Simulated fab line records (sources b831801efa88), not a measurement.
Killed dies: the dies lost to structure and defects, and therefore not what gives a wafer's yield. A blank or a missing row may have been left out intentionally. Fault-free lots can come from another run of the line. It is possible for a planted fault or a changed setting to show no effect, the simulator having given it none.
Which tool is to blame?	flow gf180mcu	12 lots, 36 wafers sampled, at 2 steps of a route of 602

## WHAT EACH GAUGE READ, for each wafer
GF_SALICIDE_THK_MEAS_05: measures by xrf. Usual: SALICIDE_TIN_THK 20.09 nm, standard deviation 0.2.
lot	measured	on	SALICIDE_TIN_THK (nm)	flag
L871	day 15 06:51	film_metro-04	20.30 20.16 19.98	
L874	day 16 00:23	film_metro-02	19.80 19.84 19.96	
L873	day 16 00:31	film_metro-04	20.22 20.28 20.02	
L876	day 16 18:25	film_metro-02	20.24 20.02 19.99	
L877	day 17 03:16	film_metro-04	20.19 20.14 20.14	
L878	day 17 09:48	film_metro-02	20.10 19.63 19.90	
L882	day 18 17:38	film_metro-03	20.36 20.32 20.13	
L888	day 21 04:32	film_metro-03	19.78 19.89 19.77	
L889	day 21 15:37	film_metro-04	19.88 19.82 19.85	
L890	day 21 20:15	film_metro-04	19.91 20.07 19.96	
L891	day 22 14:07	film_metro-03	19.86 20.17 20.06	
L894	day 23 11:03	film_metro-03	20.33 20.49 20.45	

GF_CONTACT_BOW_MEAS_05. Usual: CONTACT_BOW 64 um, standard deviation 6.9.
lot	measured	on	CONTACT_BOW (um)	flag
L871	day 15 07:44	film_metro-03	64 61 68	
L874	day 16 01:16	film_metro-04	68 68 58	
L873	day 16 01:24	film_metro-03	64 67 69	
L876	day 16 19:19	film_metro-01	70 53 63	
L877	day 17 04:09	film_metro-01	63 49 59	
L878	day 17 10:41	film_metro-03	55 70 60	
L882	day 18 18:32	film_metro-01	57 67 41	
L888	day 21 05:26	film_metro-04	63 62 67	
L889	day 21 16:38	film_metro-01	70 67 60	
L890	day 21 21:20	film_metro-04	49 60 64	
L891	day 22 15:01	film_metro-04	68 72 71	
L894	day 23 11:59	film_metro-01	67 66 69	

## WHAT TOOL EACH LOT RAN ON (gives the tool, then ch and the chambers of the sampled wafers, and finally the start)
The record shows no process step preceding these readings.

## WHAT THE TOOLS THEMSELVES READ (means of the sampled wafers that have a number; where no wafer has one, the mark that the record gives instead)
The record holds no such reading with a usual standard deviation.

## THE ANSWER, worked out from the rows above alone
Rule: lot off if the mean of its wafers having a number is beyond 3 standard deviations from the usual mean. Also off: a lot with no number at a reading for which 4 or more lots have one. Any other lot the step has rows for is counted as sound. Order of review: gauges by route order, followed by the tools' own readings, for which a lot's mean as printed above is used. The first step at which some lot is off is used, and at that step the reading that is off furthest; a lot without a number counts as furthest.
None of the lots is off at any reading shown; this tells nothing.

## WHAT THE SIMULATOR HAD PUT IN
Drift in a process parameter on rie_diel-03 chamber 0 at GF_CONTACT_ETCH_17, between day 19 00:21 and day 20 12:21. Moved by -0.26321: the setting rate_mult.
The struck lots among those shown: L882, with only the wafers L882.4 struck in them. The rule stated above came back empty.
